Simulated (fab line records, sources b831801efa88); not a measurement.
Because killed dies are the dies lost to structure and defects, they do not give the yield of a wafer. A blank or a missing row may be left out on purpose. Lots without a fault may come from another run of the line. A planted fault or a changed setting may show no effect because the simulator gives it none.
2 desks looking at one fault :: flow gf180mcu :: only its own numbers are on each desk; what lay behind them is given at the end

## DESK OF THE TOOL OWNER: implanter-04
For each lot that ran on this tool, the mean over its sampled wafers that have a number, from the tool's own readings at GF_NWELL_IMPLANT_08. If a lot's mean is further than 4 standard deviations from the usual mean, the lot is out of limits and carries the mark OUT (the distance appears in the brackets).
Columns: A = beam-on-s at GF_NWELL_IMPLANT_08, usual 9.97 s; B = dose-ions-cm2 at GF_NWELL_IMPLANT_08, usual 1.5002e+13; C = faraday-current-uA at GF_NWELL_IMPLANT_08, usual 84.8
lot: L413
first seen here: day 3 07:55
A: 9.77
B: 1.5001e+13
C: 86.6

lot: L415
first seen here: day 3 23:16
A: 9.98
B: 1.5015e+13
C: 84.6

lot: L416
first seen here: day 4 00:26
A: 10.01
B: 1.4991e+13
C: 84.4

lot: L419
first seen here: day 4 17:34
A: 9.90
B: 1.5003e+13
C: 85.6

lot: L420
first seen here: day 4 22:01
A: 10.03
B: 1.5009e+13
C: 84.5

lot: L426
first seen here: day 6 06:20
A: 9.99
B: 1.5016e+13
C: 84.8

lot: L427
first seen here: day 6 11:16
A: 73.03 (+99 or more) OUT
B: 1.6877e+14 (+99 or more) OUT
C: 130.5 (+30) OUT

lot: L434
first seen here: day 8 02:26
A: 71.94 (+99 or more) OUT
B: 1.6878e+14 (+99 or more) OUT
C: 131.9 (+31) OUT
This desk's verdict: out of limits on L427, L434, starting with L427 at day 6 11:16 (beam-on-s at GF_NWELL_IMPLANT_08). In limits: L413, L415, L416, L419, L420, L426.

## THE METROLOGY DESK
What the gauges read, lot by lot, whatever tool the lot ran on: means of the sampled wafers that have a number. If a lot's mean is further than 4 standard deviations from the usual mean, the lot is out of limits and carries the mark OUT (the distance appears in the brackets).
Columns: A = NWELL_OVL at GF_NWELL_OVL_MEAS_07, usual -0.8 nm; B = NWELL_TW at GF_NWELL_TW_MEAS_11, usual 1569; C = NWELL_RS at GF_VT_IMPLANT_RS_MEAS_47, usual 487.9 ohm/sq; D = DUAL_GATE_OXIDATION_00_THK at GF_DUAL_GATE_THK_MEAS_03, usual 10.76 nm
lot: L413
first seen here: day 3 07:49
A: -2.4
B: 1561
C: 488.4
D: 10.68

lot: L415
first seen here: day 3 23:11
A: 0.3
B: 1569
C: 487.4
D: 10.69

lot: L416
first seen here: day 4 00:24
A: -1.6
B: 1568
C: 486.2
D: 10.71

lot: L419
first seen here: day 4 17:29
A: -1.9
B: 1563
C: 488.2
D: 10.68

lot: L420
first seen here: day 4 21:59
A: 0.1
B: 1552
C: 489.6
D: 10.77

lot: L421
first seen here: day 5 02:47
A: -1.5
B: 1563
C: 484.5
D: 11.03

lot: L423
first seen here: day 5 17:50
A: -0.1
B: 1576
C: 489.2
D: 10.46

lot: L426
first seen here: day 6 06:18
A: -0.8
B: 1564
C: 489.5
D: 10.43

lot: L427
first seen here: day 6 11:11
A: -0.1
B: 3288 (+99 or more) OUT
C: 159.4 (-99 or more) OUT
D: 10.66

lot: L434
first seen here: day 8 02:23
A: 0.7
B: 3250 (+99 or more) OUT
C: 159.2 (-99 or more) OUT
D: 10.86

lot: L435
first seen here: day 8 06:29
A: -0.1
B: 1567
C: 485.7
D: 11.09

lot: L436
first seen here: day 8 11:00
A: -0.6
B: 1561
C: 489.1
D: 11.12
Finding of this desk: L427, L434 out of limits, first seen on L427 at day 6 11:38 (NWELL_TW at GF_NWELL_TW_MEAS_11). In limits: L413, L415, L416, L419, L420, L421, L423, L426, L435, L436.

## BROUGHT TOGETHER
At day 6 11:16, on L427, L434, the tool owner's desk was in a position to raise an alarm.
L427, L434 would have let the metrology desk raise an alarm at day 6 11:38.
Every lot named ran GF_NWELL_IMPLANT_08 on implanter-04.

## WHAT WAS PUT IN BY THE SIMULATOR
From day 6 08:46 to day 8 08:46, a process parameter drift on implanter-04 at GF_NWELL_IMPLANT_08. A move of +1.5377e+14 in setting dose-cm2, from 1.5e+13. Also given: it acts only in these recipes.
Lots struck among those shown: L427, L434.
Counting hours from when the fault started, the first reading out of limits came at 2 for the tool owner's desk and at 3 for the metrology desk.
